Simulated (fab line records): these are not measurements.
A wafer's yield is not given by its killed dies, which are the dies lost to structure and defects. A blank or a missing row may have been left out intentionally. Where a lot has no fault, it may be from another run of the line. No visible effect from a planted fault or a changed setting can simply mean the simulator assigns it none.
Matching of chambers || flow gf180mcu || 4 sister chambers for GF_V1_CMP_04 on cmp-01
The step polishes SiO2. 14 wafers are shown with their chamber, then 7 later ones without.

== EACH WAFER AND ITS CHAMBER ==
{"wafer": "L570.1", "chamber": 1, "motor current A (A)": 12.3, "time to endpoint s (s)": 68}
{"wafer": "L570.5", "chamber": 3, "motor current A (A)": 12.4, "time to endpoint s (s)": 77}
{"wafer": "L570.6", "chamber": 2, "motor current A (A)": 10.0, "time to endpoint s (s)": 88}
{"wafer": "L572.1", "chamber": 1, "motor current A (A)": 13.1, "time to endpoint s (s)": 82}
{"wafer": "L572.5", "chamber": 3, "motor current A (A)": 12.2, "time to endpoint s (s)": 88}
{"wafer": "L572.6", "chamber": 0, "motor current A (A)": 10.3, "time to endpoint s (s)": 96}
{"wafer": "L574.2", "chamber": 2, "motor current A (A)": 10.6, "time to endpoint s (s)": 84}
{"wafer": "L574.4", "chamber": 1, "motor current A (A)": 12.5, "time to endpoint s (s)": 67}
{"wafer": "L574.5", "chamber": 0, "motor current A (A)": 10.7, "time to endpoint s (s)": 91}
{"wafer": "L578.1", "chamber": 1, "motor current A (A)": 12.6, "time to endpoint s (s)": 82}
{"wafer": "L578.5", "chamber": 3, "motor current A (A)": 12.3, "time to endpoint s (s)": 80}
{"wafer": "L578.6", "chamber": 2, "motor current A (A)": 9.9, "time to endpoint s (s)": 94}
{"wafer": "L582.1", "chamber": 1, "motor current A (A)": 12.3, "time to endpoint s (s)": 81}
{"wafer": "L582.3", "chamber": 0, "motor current A (A)": 10.4, "time to endpoint s (s)": 97}

SIGNATURES, as means of the wafers listed above
{"reading": "motor current A", "chamber 0": 10.467, "chamber 1": 12.560, "chamber 2": 10.167, "chamber 3": 12.300, "scatter within a chamber": 0.287}
{"reading": "time to endpoint s", "chamber 0": 94.67, "chamber 1": 76.00, "chamber 2": 88.67, "chamber 3": 81.67, "scatter within a chamber": 6.15}
Rule: for a wafer and a chamber, the distance is found by dividing, reading by reading, the gap between the wafer's reading and the chamber's mean by the reading's scatter, squaring, summing and taking the root. If the next closest chamber is less than 2 further off than the closest, the wafer can't be placed; otherwise it belongs to the closest. The scatter: the root of (the sum of the squares of (reading less its chamber's mean) over the shown wafers, divided by (wafers less chambers)).

== WAFERS MISSING THEIR CHAMBER ==
{"wafer": "L582.6", "motor current A (A)": 10.3, "time to endpoint s (s)": 100}
{"wafer": "L586.1", "motor current A (A)": 10.2, "time to endpoint s (s)": 74}
{"wafer": "L586.2", "motor current A (A)": 10.6, "time to endpoint s (s)": 91}
{"wafer": "L586.3", "motor current A (A)": 12.9, "time to endpoint s (s)": 85}
{"wafer": "L587.1", "motor current A (A)": 12.7, "time to endpoint s (s)": 81}
{"wafer": "L587.5", "motor current A (A)": 11.4, "time to endpoint s (s)": 89}
{"wafer": "L587.6", "motor current A (A)": 10.2, "time to endpoint s (s)": 85}

== WHICH CHAMBER EACH WENT THROUGH ==
{"wafer": "L582.6", "from the rows above": "can't be placed: 0 or 2", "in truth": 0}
{"wafer": "L586.1", "from the rows above": "can't be placed: 2 or 0", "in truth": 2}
{"wafer": "L586.2", "from the rows above": "can't be placed: 0 or 2", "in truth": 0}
{"wafer": "L586.3", "from the rows above": "can't be placed: 1 or 3", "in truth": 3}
{"wafer": "L587.1", "from the rows above": "can't be placed: 1 or 3", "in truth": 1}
{"wafer": "L587.5", "from the rows above": "can't be placed: 3 or 0 or 2 or 1", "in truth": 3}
{"wafer": "L587.6", "from the rows above": "can't be placed: 2 or 0", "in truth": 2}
0 of 7 placed correctly. Unplaceable from these rows: 7, with the true chamber sitting among the candidates in 7. 0 placed wrongly.
